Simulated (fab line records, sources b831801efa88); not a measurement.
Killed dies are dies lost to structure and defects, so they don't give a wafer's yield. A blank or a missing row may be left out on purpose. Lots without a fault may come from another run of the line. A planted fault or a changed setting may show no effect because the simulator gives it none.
Which tool did it? | flow sky130 | 12 lots, 36 wafers sampled, at 2 steps of a route of 708

WHAT THE GAUGES READ, wafer by wafer
SKY_LI_CONTACT_THK_MEAS_23: measures by xrf.
lot  | measured     | on            | LI_CONTACT_W_THK (nm)
L608 | day 29 06:28 | film_metro-03 | 413 412 417
L610 | day 30 01:12 | film_metro-03 | 408 408 404
L612 | day 30 16:33 | film_metro-01 | 404 410 408
L616 | day 31 19:57 | film_metro-01 | 414 417 416
L617 | day 32 01:57 | film_metro-01 | 417 417 414
L619 | day 32 22:12 | film_metro-01 | 404 408 411
L621 | day 33 11:31 | film_metro-02 | 411 415 407
L622 | day 33 20:49 | film_metro-02 | 415 410 413
L623 | day 34 02:57 | film_metro-01 | 400 404 405
L624 | day 34 05:02 | film_metro-02 | 413 420 414
L627 | day 35 10:08 | film_metro-03 | 405 407 405
L631 | day 36 08:13 | film_metro-01 | 403 412 414

SKY_CONTACT_OVL_MEAS_15.
lot  | measured     | on         | CONTACT_OVL (nm)
L608 | day 31 15:34 | overlay-01 | -4 2 -2
L610 | day 32 10:52 | overlay-01 | -5 -1 0
L612 | day 33 01:01 | overlay-01 | -1 -10 -5
L616 | day 34 04:01 | overlay-02 | -7 -3 -6
L617 | day 34 09:54 | overlay-01 | -10 -6 -8
L619 | day 35 05:15 | overlay-02 | -3 1 -3
L621 | day 35 17:12 | overlay-02 | -14 -5 -5
L622 | day 36 04:04 | overlay-01 | -2 2 0
L623 | day 36 09:33 | overlay-02 | -7 -5 -9
L624 | day 36 11:06 | overlay-01 | 5 6 0
L627 | day 37 16:40 | overlay-02 | -8 -5 -7
L631 | day 38 13:51 | overlay-01 | 7 -3 -3

WHICH TOOL RAN EACH LOT (tool, then ch and the chambers of the sampled wafers, then the start)
The record holds no process step before these readings.

WHAT THE TOOLS THEMSELVES READ (means of the sampled wafers that have a number; where no wafer has one, the mark that the record gives instead)
The record holds no such reading with a usual standard deviation.

THE ANSWER, worked out from the rows above alone
Rule: what is usual is taken from the lots themselves. Put in order of their means at a reading, lots are off if they are a third of the lots or fewer, leave a main group of 4 or more, and stand apart from it by a gap of 3 or more times the standard deviation of the main group's means; of several such gaps the widest counts. A main group whose means are all the same, to the digits that the tables above print for the reading, isn't used. A lot without any number at a reading at which 4 lots or more have one is off too. The other lots that the step has rows for count as sound. The gauges are gone through in route order, then the tools' own readings, and for those a lot's mean is taken as printed above. The first step at which some lot is off is used, and at that step the reading that is off furthest; a lot without a number counts as furthest.
No lot is off at any reading shown: from this, nothing can be told.

WHAT THE SIMULATOR HAD PUT IN
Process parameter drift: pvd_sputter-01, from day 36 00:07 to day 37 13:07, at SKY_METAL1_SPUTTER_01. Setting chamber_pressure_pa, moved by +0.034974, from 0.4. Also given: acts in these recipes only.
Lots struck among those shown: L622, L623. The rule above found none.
